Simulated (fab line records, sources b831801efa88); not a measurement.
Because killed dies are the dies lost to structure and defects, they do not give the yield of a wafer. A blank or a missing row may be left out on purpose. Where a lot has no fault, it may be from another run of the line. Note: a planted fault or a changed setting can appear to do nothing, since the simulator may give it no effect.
fab line records	flow sfq-line
[record] lots = 6	wafers = 18	last-day = 73
route steps=325 shown C5@240 M6@251
lots that met no fault: from a run of the same line without faults
start-h: hours from the record's opening day to when the first of the lot's shown wafers began	wait-h: hours since the lot's step before	" same as the row above	L1.1+2: a single row standing in for several wafers	- either no value or no given start	* or withheld: withheld	< > ~ a bound
route shown NAME@n: NAME is a module with steps in the file, n the number in the route of the first one	usual: average and standard deviation across the fault-free wafers	same: alike in all rows	chamber/n: place in a boat	sites: the reading at each site	_std_site: the values' standard deviation	_edge_site: inner sites' mean taken away from outer sites' mean	radius-mm: how far each site lies from the wafer's centre	mask NAME#n: copy n	behind: the last tool/chamber to shape the wafer	hold: the reason the lot was held/the length of the hold in hours/how it ended	device: names the non-switching transistor (n, p or np)	end of line: the tests these same wafers got at the end of their route	where a step has no rows: the recipe by itself	killed: dies that structure and defects cost at the first sort, which is not the same as the wafer's yield	map: dies across one wafer; x = killed, . = not, _ = none there
set.NAME: setting as actually run; set.NAME@STEP: the setting as run at that earlier step	model.NAME: the simulator's own value behind a step, which no gauge read
lots seen at some steps along the route; tables by step, rows by wafer
services: from which hour (start-h, from the record's first day; less than 0 if before it) a tool's chamber was out of use, for how many hours, and why
[[steps]]
[step SFQ_TRILAYER_C5_LITHO_COAT_156]
[recipe] resist = BARC	spin-rpm = 3000	resist-thk-nm = 62
[step SFQ_TRILAYER_C5_LITHO_COAT_151]
[recipe] resist = KrF	spin-rpm = 3000	resist-thk-nm = 650
[step SFQ_TRILAYER_C5_LITHO_SOFTBAKE_155]
[recipe] temp-c = withheld	time-s = withheld	resist = KrF
[step SFQ_TRILAYER_C5_LITHO_EXPOSE_152]
[recipe] mask-id = C5	na = 0.6	source-shape = conventional	sigma-outer = 0.65	target-cd-nm = 500	dose-mj = 21.3
[step SFQ_TRILAYER_C5_LITHO_PEB_154]
[recipe] peb-temp-c = 115	peb-time-s = 60	resist = KrF
[step SFQ_TRILAYER_C5_LITHO_DEVELOP_153]
[recipe] time-s = 60	resist = KrF
[step SFQ_C5_OVL_MEAS_937]
[usual] C5_OVL = 4/6.6
lot.wafer	tool	chamber	start-h	wait-h	C5_OVL[nm]
L778.1	overlay-02	-	1351.05	0.1	4
L778.4	"	-	"	"	-1
L778.6	"	-	"	"	0
L780.2	overlay-01	-	1363.46	0.1	7
L780.4	"	-	"	"	5
L780.5	"	-	"	"	1
L782.2	overlay-01	-	1392.68	0.1	1
L782.4	"	-	"	"	2
L782.6	"	-	"	"	11
L787.2	overlay-01	-	1416.68	0.1	11
L787.4	"	-	"	"	11
L787.5	"	-	"	"	10
L794.1	overlay-01	-	1477.83	0.1	0
L794.5	"	-	"	"	2
L794.6	"	-	"	"	7
L795.1	overlay-01	-	1482.63	0.1	-6
L795.2	"	-	"	"	1
L795.4	"	-	"	"	0
[step SFQ_TRILAYER_C5_BARC_OPEN_VIA_ETCH_210]
[recipe] mask-material = PR	chemistry = O2	target-depth-nm = 125	target = BARC	source-w = 500	bias-w = 80	pressure-mtorr = 30	time-s = 41.7
[usual] drypump-motor-current-A = 5.8/0.36	oes-product-au = 0.686/0.0048
lot.wafer	tool	chamber	start-h	wait-h	drypump-motor-current-A	oes-product-au	rf-hours-counter-h
L778.1	rie-diel-01	1	1351.08	0.0	5.8	0.683	12
L778.4	"	1	"	"	5.9	0.687	-
L778.6	"	1	"	"	5.9	0.695	-
L780.2	rie-diel-04	0	1363.49	0.0	5.7	0.687	15
L780.4	"	0	"	"	5.7	0.682	-
L780.5	"	2	"	"	5.9	0.690	-
L782.2	rie-diel-01	1	1392.71	0.0	5.9	0.691	13
L782.4	"	2	"	"	6.1	0.685	18
L782.6	"	2	"	"	6.1	0.683	-
L787.2	rie-diel-01	3	1416.71	0.0	5.8	0.686	20
L787.4	"	2	"	"	6.1	0.681	18
L787.5	"	0	"	"	4.8	0.684	-
L794.1	rie-diel-04	1	1477.86	0.0	5.8	0.686	17
L794.5	"	3	"	"	5.8	0.680	-
L794.6	"	0	"	"	5.7	0.684	-
L795.1	rie-diel-04	2	1482.66	0.0	5.9	0.691	8
L795.2	"	3	"	"	5.8	0.682	19
L795.4	"	1	"	"	5.8	0.682	18
[step SFQ_TRILAYER_C5_ETCH_VIA_ETCH_154]
[recipe] target = SiO2	mask-material = PR	chemistry = CHF3	target-depth-nm = 84	source-w = 500	bias-w = 80	pressure-mtorr = 30	time-s = withheld	stop-on = Nb
[usual] drypump-motor-current-A = 5.8/0.36	oes-product-au = 0.892/0.0095
lot.wafer	tool	chamber	start-h	wait-h	drypump-motor-current-A	oes-product-au
L778.1	rie-diel-01	1	1351.14	0.0	5.9	0.886
L778.4	"	1	"	"	5.9	0.886
L778.6	"	1	"	"	5.9	0.890
L780.2	rie-diel-04	0	1363.53	0.0	5.7	0.892
L780.4	"	0	"	"	5.7	0.906
L780.5	"	2	"	"	5.8	0.891
L782.2	rie-diel-01	1	1392.75	0.0	5.8	0.887
L782.4	"	2	"	"	6.1	0.907
L782.6	"	2	"	"	6.1	0.886
L787.2	rie-diel-01	3	1416.75	0.0	5.7	0.881
L787.4	"	2	"	"	6.1	0.898
L787.5	"	0	"	"	4.8	0.885
L794.1	rie-diel-04	1	1477.90	0.0	5.8	0.877
L794.5	"	3	"	"	5.8	0.891
L794.6	"	0	"	"	5.7	0.912
L795.1	rie-diel-04	2	1482.70	0.0	5.9	0.894
L795.2	"	3	"	"	5.8	0.902
L795.4	"	1	"	"	5.8	0.884
[step SFQ_TRILAYER_C5_STRIP_STRIP_155]
[recipe] gas = O2	power-w = 200	platen-temp-c = 40	overash-fraction = 0.65	chemistry = O2	pressure-mtorr = 50
[usual] drypump-motor-current-A = 5.6/0.43	oes-product-au = 1.009/0.011	platen-temp-c = 40.01/0.11
lot.wafer	tool	chamber	start-h	wait-h	drypump-motor-current-A	oes-product-au	platen-temp-c	rf-hours-counter-h
L778.1	rie-metal-03	0	1351.21	-	5.1	1.018	39.89	150
L778.4	"	0	"	"	5.1	1.020	39.83	-
L778.6	"	1	"	"	5.3	1.010	39.81	-
L780.2	rie-metal-03	1	1363.58	-	5.3	1.011	39.88	143
L780.4	"	1	"	"	5.3	1.012	39.95	-
L780.5	"	1	"	"	5.3	1.006	39.91	-
L782.2	rie-metal-02	0	1392.80	-	6.4	0.999	39.98	36
L782.4	"	0	"	"	6.4	1.003	40.04	-
L782.6	"	1	"	"	5.6	1.006	40.00	-
L787.2	rie-metal-04	0	1416.80	-	6.0	1.000	39.99	164
L787.4	"	0	"	"	6.0	1.003	40.15	-
L787.5	"	0	"	"	6.0	1.002	40.12	-
L794.1	rie-metal-03	1	1477.95	-	5.3	0.997	39.98	165
L794.5	"	1	"	"	5.3	0.999	40.00	-
L794.6	"	0	"	"	5.1	1.006	39.99	-
L795.1	rie-metal-04	1	1482.75	-	5.8	1.012	40.01	158
L795.2	"	1	"	"	5.8	1.024	39.87	-
L795.4	"	1	"	"	5.8	1.019	39.88	-
[step SFQ_TRILAYER_C5_STRIP_SOLV_CLEAN_156]
[recipe] chemistry = NMP	temp-c = 70	time-s = 600
[step SFQ_TRILAYER_M6_DEP_PRE_CLEAN_158]
[recipe] gas = Ar	time-s = 22.5	bias-v = 250
[step SFQ_TRILAYER_M6_DEP_SPUTTER_157]
[recipe] material = Nb	base-pressure-pa = 1.33e-06	chamber-pressure-pa = 0.1333	substrate-temp-c = 20	target-thk-nm = 200	power-w = 2000	time-s = 133.3
[usual] throttle-valve-pct = 29.9/0.87
lot.wafer	tool	chamber	start-h	wait-h	throttle-valve-pct
L778.1	pvd-sputter-05	-	1352.02	0.0	30.9
L778.4	"	-	"	"	28.3
L778.6	"	-	"	"	28.2
L780.2	pvd-sputter-03	-	1364.38	0.0	29.9
L780.4	"	-	"	"	29.0
L780.5	"	-	"	"	29.4
L780.2	pvd-sputter-03	-	1364.64	0.2	30.0
L780.4	"	-	"	"	29.3
L780.5	"	-	"	"	29.1
L782.2	pvd-sputter-03	-	1393.61	0.0	30.0
L782.4	"	-	"	"	29.7
L782.6	"	-	"	"	29.9
L782.2	pvd-sputter-03	-	1393.86	0.2	29.8
L782.4	"	-	"	"	29.7
L782.6	"	-	"	"	30.2
L787.2	pvd-sputter-05	-	1417.61	0.0	28.4
L787.4	"	-	"	"	31.0
L787.5	"	-	"	"	29.8
L794.1	pvd-sputter-05	-	1478.76	0.0	28.6
L794.5	"	-	"	"	28.1
L794.6	"	-	"	"	29.9
L795.1	pvd-sputter-05	-	1484.16	0.0	31.1
L795.2	"	-	"	"	31.1
L795.4	"	-	"	"	29.5
[step SFQ_M6_RS_MEAS_938]
[recipe] thk-meas-gauge = four-point-probe	reads = Nb_of_TRILAYER_M6_DEP_SPUTTER_157
[usual] M6_NB_RS = 0.895/0.01
lot.wafer	tool	chamber	start-h	wait-h	M6_NB_RS[ohm/sq]
L778.1	film-metro-02	-	1352.11	0.0	0.895
L778.4	"	-	"	"	0.908
L778.6	"	-	"	"	0.907
L780.2	film-metro-04	-	1364.75	0.1	0.439
L780.4	"	-	"	"	0.447
L780.5	"	-	"	"	0.445
L782.2	film-metro-04	-	1393.97	0.1	0.444
L782.4	"	-	"	"	0.447
L782.6	"	-	"	"	0.443
L787.2	film-metro-02	-	1417.72	0.1	0.923
L787.4	"	-	"	"	0.920
L787.5	"	-	"	"	0.913
L794.1	film-metro-04	-	1478.85	0.0	0.898
L794.5	"	-	"	"	0.891
L794.6	"	-	"	"	0.895
L795.1	film-metro-04	-	1484.25	0.0	0.895
L795.2	"	-	"	"	0.898
L795.4	"	-	"	"	0.892
[step SFQ_TRILAYER_M6_LITHO_COAT_164]
[recipe] resist = BARC	spin-rpm = 3000	resist-thk-nm = 62
[step SFQ_TRILAYER_M6_LITHO_COAT_159]
[recipe] resist = KrF	spin-rpm = 3000	resist-thk-nm = 600
[step SFQ_TRILAYER_M6_LITHO_SOFTBAKE_163]
[recipe] temp-c = withheld	time-s = withheld	resist = KrF
[step SFQ_TRILAYER_M6_LITHO_EXPOSE_160]
[recipe] mask-id = M6	na = 0.6	source-shape = conventional	sigma-outer = 0.65	target-cd-nm = 500	dose-mj = 14.4
[step SFQ_TRILAYER_M6_LITHO_PEB_162]
[recipe] peb-temp-c = 115	peb-time-s = 60	resist = KrF
[step SFQ_TRILAYER_M6_LITHO_DEVELOP_161]
[recipe] time-s = 60	resist = KrF
[step SFQ_M6_OVL_MEAS_940]
[usual] M6_OVL = -1/6.5
lot.wafer	tool	chamber	start-h	wait-h	M6_OVL[nm]
L778.1	overlay-01	-	1384.76	0.1	-3
L778.4	"	-	"	"	-4
L778.6	"	-	"	"	0
L780.2	overlay-02	-	1397.96	0.1	1
L780.4	"	-	"	"	5
L780.5	"	-	"	"	6
L782.2	overlay-01	-	1427.96	0.1	4
L782.4	"	-	"	"	7
L782.6	"	-	"	"	9
L787.2	overlay-02	-	1448.36	0.1	-4
L787.4	"	-	"	"	-8
L787.5	"	-	"	"	0
L794.1	overlay-01	-	1501.73	0.1	-3
L794.5	"	-	"	"	5
L794.6	"	-	"	"	2
L795.1	overlay-01	-	1505.33	0.1	7
L795.2	"	-	"	"	5
L795.4	"	-	"	"	-4
[step SFQ_TRILAYER_M6_BARC_OPEN_METAL_ETCH_206]
[recipe] mask-material = PR	chemistry = O2	target-depth-nm = 125	target = BARC	icp-w = 600	bias-w = 80	pressure-mtorr = 10	time-s = 41.7
[usual] drypump-motor-current-A = 5.5/0.41	oes-product-au = 0.685/0.0047
lot.wafer	tool	chamber	start-h	wait-h	drypump-motor-current-A	oes-product-au	rf-hours-counter-h
L778.1	rie-metal-01	1	1384.79	0.0	5.9	0.688	61
L778.4	"	0	"	"	5.0	0.685	-
L778.6	"	0	"	"	5.0	0.678	-
L780.2	rie-metal-04	0	1397.99	0.0	6.0	0.687	160
L780.4	"	1	"	"	5.8	0.688	-
L780.5	"	0	"	"	6.0	0.677	-
L782.2	rie-metal-01	0	1428.01	0.0	5.0	0.691	-
L782.4	"	0	"	"	5.0	0.679	-
L782.6	"	0	"	"	5.0	0.685	-
L787.2	rie-metal-03	1	1448.41	0.0	5.3	0.690	-
L787.4	"	1	"	"	5.3	0.688	-
L787.5	"	1	"	"	5.3	0.686	-
L794.1	rie-metal-01	1	1501.77	0.0	5.8	0.684	81
L794.5	"	1	"	"	5.8	0.692	-
L794.6	"	1	"	"	5.8	0.687	-
L795.1	rie-metal-01	0	1505.37	0.0	5.0	0.683	90
L795.2	"	1	"	"	5.8	0.689	82
L795.4	"	0	"	"	5.0	0.686	-
[step SFQ_TRILAYER_M6_ETCH_METAL_ETCH_162]
[recipe] target = Nb	stop-on = SiO2	mask-material = PR	chemistry = Cl2/Ar	target-depth-nm = 240	icp-w = 600	bias-w = 80	pressure-mtorr = 10	time-s = 120
[usual] drypump-motor-current-A = 5.5/0.41	oes-product-au = 0.892/0.0068
lot.wafer	tool	chamber	start-h	wait-h	drypump-motor-current-A	oes-product-au	rf-hours-counter-h	model.M6.feature-depth-nm	model.etch.depth-nm
L778.1	rie-metal-01	1	1384.85	0.0	5.8	0.890	61	199	199
L778.4	"	0	"	"	5.0	0.889	-	196.5	196.5
L778.6	"	0	"	"	5.0	0.885	-	196.6	196.6
L780.2	rie-metal-04	0	1398.05	0.0	6.0	1.011	160	242.6	242.6
L780.4	"	1	"	"	5.9	1.018	-	248.7	248.7
L780.5	"	0	"	"	6.0	1.002	-	239.1	239.1
L782.2	rie-metal-01	0	1428.16	0.1	5.0	1.001	-	239.6	239.6
L782.4	"	0	"	"	5.0	0.981	-	239	239
L782.6	"	0	"	"	5.0	1.000	-	239.3	239.3
L787.2	rie-metal-03	1	1448.56	0.1	5.3	0.875	-	193.2	193.2
L787.4	"	1	"	"	5.3	0.875	-	193.8	193.8
L787.5	"	1	"	"	5.3	0.878	-	195.6	195.6
L794.1	rie-metal-01	1	1501.89	0.1	5.8	0.890	81	198.5	198.5
L794.5	"	1	"	"	5.9	0.896	-	199.9	199.9
L794.6	"	1	"	"	5.8	0.885	-	199.4	199.4
L795.1	rie-metal-01	0	1505.43	0.0	5.0	0.889	90	199	199
L795.2	"	1	"	"	5.9	0.895	82	198.4	198.4
L795.4	"	0	"	"	5.0	0.887	-	199.4	199.4
[step SFQ_TRILAYER_M6_STRIP_STRIP_163]
[recipe] gas = O2	power-w = 200	platen-temp-c = 40	overash-fraction = 0.65	chemistry = O2	pressure-mtorr = 50
[usual] drypump-motor-current-A = 5.5/0.41	oes-product-au = 1.000/0.013	platen-temp-c = 39.98/0.11
lot.wafer	tool	chamber	start-h	wait-h	drypump-motor-current-A	oes-product-au	platen-temp-c	rf-hours-counter-h
L778.1	rie-metal-01	1	1384.98	0.1	5.9	0.982	39.85	61
L778.4	"	0	"	"	5.0	0.997	40.14	-
L778.6	"	0	"	"	5.0	0.992	40.02	-
L780.2	rie-metal-04	0	1398.18	0.1	6.0	1.014	40.10	160
L780.4	"	1	"	"	5.8	1.018	39.96	-
L780.5	"	0	"	"	6.0	0.998	39.97	-
L782.2	rie-metal-01	0	1428.56	0.4	5.0	0.996	39.97	-
L782.4	"	0	"	"	5.0	0.990	40.04	-
L782.6	"	0	"	"	5.0	1.001	40.12	-
L787.2	rie-metal-03	1	1448.96	0.4	5.3	0.991	39.95	-
L787.4	"	1	"	"	5.3	1.003	39.95	-
L787.5	"	1	"	"	5.3	1.013	40.03	-
L794.1	rie-metal-01	1	1502.14	0.2	5.8	0.996	39.99	81
L794.5	"	1	"	"	5.8	0.994	40.04	-
L794.6	"	1	"	"	5.9	0.991	40.05	-
L795.1	rie-metal-01	0	1505.55	0.1	5.0	0.988	40.06	90
L795.2	"	1	"	"	5.9	0.990	39.83	82
L795.4	"	0	"	"	5.0	0.998	40.08	-
[[services]]
tool	chamber	start-h	hours	kind
pvd-sputter-03	-	1330.66	1.0	repair
rie-diel-01	3	1345.92	15.2	repair
rie-diel-01	0	1349.95	13.8	repair
rie-diel-04	1	1359.90	9.5	repair
pvd-sputter-05	-	1362.29	5.1	repair
rie-metal-02	-	1365.36	0.4	repair
rie-diel-04	-	1389.48	14.6	pm
rie-metal-02	0	1412.87	8.6	repair
rie-diel-01	0	1414.14	2.5	repair
rie-metal-01	1	1419.81	13.0	repair
rie-metal-03	0	1436.12	-	clean
rie-metal-03	0	1436.12	-	consumable-replace:focus-ring
rie-metal-03	0	1436.12	14.6	scheduled-down
rie-metal-03	0	1436.12	14.6	vent-cycle
pvd-sputter-03	-	1448.63	2.0	repair
pvd-sputter-05	-	1451.14	1.0	repair
rie-metal-04	-	1476.18	2.8	pm
rie-diel-04	-	1477.95	2.8	pm
rie-metal-03	1	1484.33	-	clean
rie-metal-03	1	1484.33	-	consumable-replace:focus-ring
rie-metal-03	1	1484.33	20.6	scheduled-down
rie-diel-04	0	1485.56	4.5	repair
rie-metal-01	0	1498.51	3.3	repair
rie-diel-01	-	1504.32	0.8	repair
[[key]]
[first-sign] step = SFQ_TRILAYER_M6_DEP_SPUTTER_157	reading = visit	direction = added
[effect] step = SFQ_M6_RS_MEAS_938	reading = M6_NB_RS	direction = down	sigmas = 43	usual = 0.895	struck = 0.444
[effect] step = SFQ_TRILAYER_M6_ETCH_METAL_ETCH_162	reading = oes-product-au	direction = up	sigmas = 16	usual = 0.892	struck = 1.002
[model-effect] step = SFQ_TRILAYER_M6_ETCH_METAL_ETCH_162	value = M6.feature-depth-nm	without = 199.1	struck = 241.4
met-at SFQ_TRILAYER_M6_DEP_SPUTTER_157
struck-wafers L780.2,L780.4,L780.5,L782.2,L782.4,L782.6
[fault] kind = repeated-step-whole	tool = pvd-sputter-03,pvd-sputter-04,pvd-sputter-05	chamber = -	onset-h = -	steps = SFQ_TRILAYER_M6_DEP_SPUTTER_157	times = 1	scope = struck-lots-only
